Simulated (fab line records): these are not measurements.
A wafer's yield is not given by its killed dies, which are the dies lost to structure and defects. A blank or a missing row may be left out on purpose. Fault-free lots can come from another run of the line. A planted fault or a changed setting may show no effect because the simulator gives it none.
Comparing a struck lot with a sound one / flow sky130 / 16 steps out of a route of 708
Sound: these wafers, L132.1, L132.3, L132.5. Struck: wafer L146.2 (left out: L146.5, a lot-mate that was not struck); the cause follows at the end.
Per side, at each step with rows, come the tool, then ch with its chambers, and then its first start. Under that, the readings that differ: sound wafers / struck wafers / difference of the means / sigmas: that difference in standard deviations of wafers without a fault.
alike: a reading whose means differ by less than 2 such deviations, as well as words and numbers matching on both sides. not compared: withheld readings; readings where some wafer has no value; bounds like >300 that might hide an equal value; numbers whose values overlap and for which the record gives no deviation.
A row with sigmas, a row that says differs or no value, or rows on one side alone: a step with any of these is where the two part. Numbers that have no deviation but don't overlap get no sigmas and don't part them. Lack of a reading on every wafer of one side parts them only where that side has two or more wafers.

SKY_POLY_GATE_THK_MEAS_04:
  sound on film-metro-02, day 16 08:49; struck on film-metro-02, day 21 21:31
reading=POLY_GATE_CVD_03_THK (nm); sound=74.0 74.1 74.5; struck=76.0; difference=+1.8; sigmas=+2
then, 8 steps without rows for these wafers: SKY_POLY_GATE_DEHYDRATE_05 (time 60 s); SKY_POLY_GATE_HMDS_06 (prime time 60 s); SKY_POLY_GATE_COAT_07 (resist thk 110 nm); SKY_POLY_GATE_COAT_08 (resist thk 450 nm); SKY_POLY_GATE_SOFTBAKE_09 (time 90 s); SKY_POLY_GATE_EXPOSE_10 (exposes mask P1M, target cd 150 nm); SKY_POLY_GATE_PEB_11; SKY_POLY_GATE_DEVELOP_12 (develop time 60 s).
SKY_POLY_GATE_CD_MEAS_13: the cd target is 150 nm.
  sound on cd-sem-02, day 17 13:32; struck on cd-sem-02, day 23 03:46
  alike: cd-nm
SKY_POLY_GATE_OVL_MEAS_14:
  sound on overlay-01, day 17 13:39; struck on overlay-01, day 23 03:53
  alike: POLY_GATE_OVL
SKY_POLY_GATE_ETCH_15: etches BARC in N2/H2, stops on SiO2, time 118.5 s, target depth 110 nm.
  sound on rie-diel-03 ch 1,2, day 17 13:41; struck on rie-diel-01 ch 0, day 23 03:55
  alike: drypump-motor-current-A, oes-product-au, throttle-valve-pct
  not compared: rf-hours-counter-h
SKY_POLY_GATE_ETCH_16: etches Si3N4 in CH3F/O2, stops on poly-Si, time 147.5 s, target depth 75 nm.
  sound on rie-diel-03 ch 1,2, day 17 13:46; struck on rie-diel-01 ch 0, day 23 03:59
reading=throttle-valve-pct (%); sound=10.546 10.543 10.554; struck=10.524; difference=-0.024; sigmas=-3
reading=model.KrF-thick_of_POLY_GATE_COAT_08.thk-nm (nm); sound=238.3 238 237.5; struck=271.3; difference=+33.4; sigmas=
  alike: drypump-motor-current-A, oes-product-au
  not compared: rf-hours-counter-h
SKY_POLY_GATE_ETCH_17: etches poly-Si in HBr/Cl2, stops on SiO2, target depth 180 nm, time 70.5 s.
  sound on rie-si-01 ch 0,3, day 17 13:52; struck on rie-si-02 ch 3, day 23 04:05
reading=oes-product-au (a.u.); sound=0.976 0.977 0.977; struck=0.998; difference=+0.021; sigmas=+3
reading=model.KrF-thick_of_POLY_GATE_COAT_08.thk-nm (nm); sound=144.3 144.6 144.1; struck=177.7; difference=+33.4; sigmas=
  alike: drypump-motor-current-A, throttle-valve-pct
  not compared: rf-hours-counter-h
SKY_POLY_GATE_STRIP_18: strips in O2/N2.
  sound on plasma-asher-01 ch 0,1, day 17 13:55; struck on plasma-asher-01 ch 0, day 23 04:09
reading=oes-product-au (a.u.); sound=0.362 0.368 0.367; struck=0.376; difference=+0.010; sigmas=+2
reading=strip-time-to-endpoint-s (s); sound=3.23 3.22 3.21; struck=3.58; difference=+0.36; sigmas=+10
  alike: drypump-motor-current-A
  not compared: rf-hours-counter-h
then, 1 step without rows for these wafers: SKY_POLY_GATE_CLEAN_19 (cleans in SC1/SC2, time 150 s).

WHERE THEY PART
At SKY_POLY_GATE_THK_MEAS_04 first; at SKY_POLY_GATE_STRIP_18 last (within this record only).

WHY: what the simulator had put in
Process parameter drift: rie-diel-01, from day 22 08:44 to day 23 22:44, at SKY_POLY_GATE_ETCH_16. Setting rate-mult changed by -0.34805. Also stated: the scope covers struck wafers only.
